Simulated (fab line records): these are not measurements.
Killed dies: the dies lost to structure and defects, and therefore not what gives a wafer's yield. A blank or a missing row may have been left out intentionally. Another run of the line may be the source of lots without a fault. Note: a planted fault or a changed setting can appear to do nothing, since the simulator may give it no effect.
Which tool did it?    flow sky130    6 lots, 18 wafers sampled, at 3 steps of a route of 708

## WHAT THE GAUGES READ, wafer by wafer
SKY_SD_N_RS_MEAS_18: measures by four-point-probe.
lot   measured      on            RES_XHIGH_RS (ohm/sq)
L129  day 29 15:37  filmMetro-02  333.8 333.6 334.0
L132  day 31 22:31  filmMetro-02  333.5 333.0 421.7
L139  day 33 10:37  filmMetro-01  333.1 334.6 333.4
L143  day 34 06:12  filmMetro-02  333.8 333.4 333.0
L145  day 35 00:26  filmMetro-04  332.9 332.7 332.8
L147  day 35 07:01  filmMetro-04  333.9 334.2 334.6

## TOOL THAT RAN EACH LOT (tool first, then ch and the chambers of the sampled wafers, then the start)
lot   SKY_POLY_GATE_ETCH_16              SKY_RES_XHIGH_IMPLANT_07
L129  rieDiel-02 ch 1,2,3, day 18 03:19  implanter-03 ch 0, day 28 10:28
L132  rieDiel-03 ch 0,1,2, day 20 18:16  implanter-03 ch 0, day 30 17:57
L139  rieDiel-03 ch 0,1,3, day 22 12:16  implanter-01 ch 0, day 32 05:43
L143  rieDiel-01 ch 0,3, day 23 05:29    implanter-02 ch 0, day 33 02:17
L145  rieDiel-03 ch 0,2, day 24 04:17    implanter-02 ch 0, day 33 20:53
L147  rieDiel-03 ch 2,3, day 24 11:53    implanter-01 ch 0, day 34 04:04
- SKY_POLY_GATE_ETCH_16: etches Si3N4 in CH3F/O2, stops on poly-Si, time 147.5 s, target depth 75 nm.
- SKY_RES_XHIGH_IMPLANT_07

## THE ANSWER, worked out from the rows above alone
Rule: usual is defined by the lots themselves. Put in order of their means at a reading, lots are off if they are a third of the lots or fewer, leave a main group of 4 or more, and stand apart from it by a gap of 3 or more times the standard deviation of the main group's means; of several such gaps the widest counts. A main group whose means are all the same, to the digits that the tables above print for the reading, isn't used. A lot without any number at a reading at which 4 lots or more have one is off too. All remaining lots with rows at the step are treated as sound.
Off: L132, seen at SKY_SD_N_RS_MEAS_18 (RES_XHIGH_RS). The main group: mean 333.6 ohm/sq, standard deviation 0.48.
If a tool, at a process step before that reading, ran all the lots that are off and no sound lot after the first of them, it fits. The gauges at SKY_SD_N_RS_MEAS_18 are tried like those tools. One fits: SKY_RES_XHIGH_IMPLANT_07 on implanter-03. A fault onset in the window from L129 (day 28 10:28, its last sound lot) to L132 (day 30 17:57, its first lot off) fits.

## WHAT HAD BEEN PUT IN BY THE SIMULATOR
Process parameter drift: implanter-03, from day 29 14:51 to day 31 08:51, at SKY_RES_XHIGH_IMPLANT_07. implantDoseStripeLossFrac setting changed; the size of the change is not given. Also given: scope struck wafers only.
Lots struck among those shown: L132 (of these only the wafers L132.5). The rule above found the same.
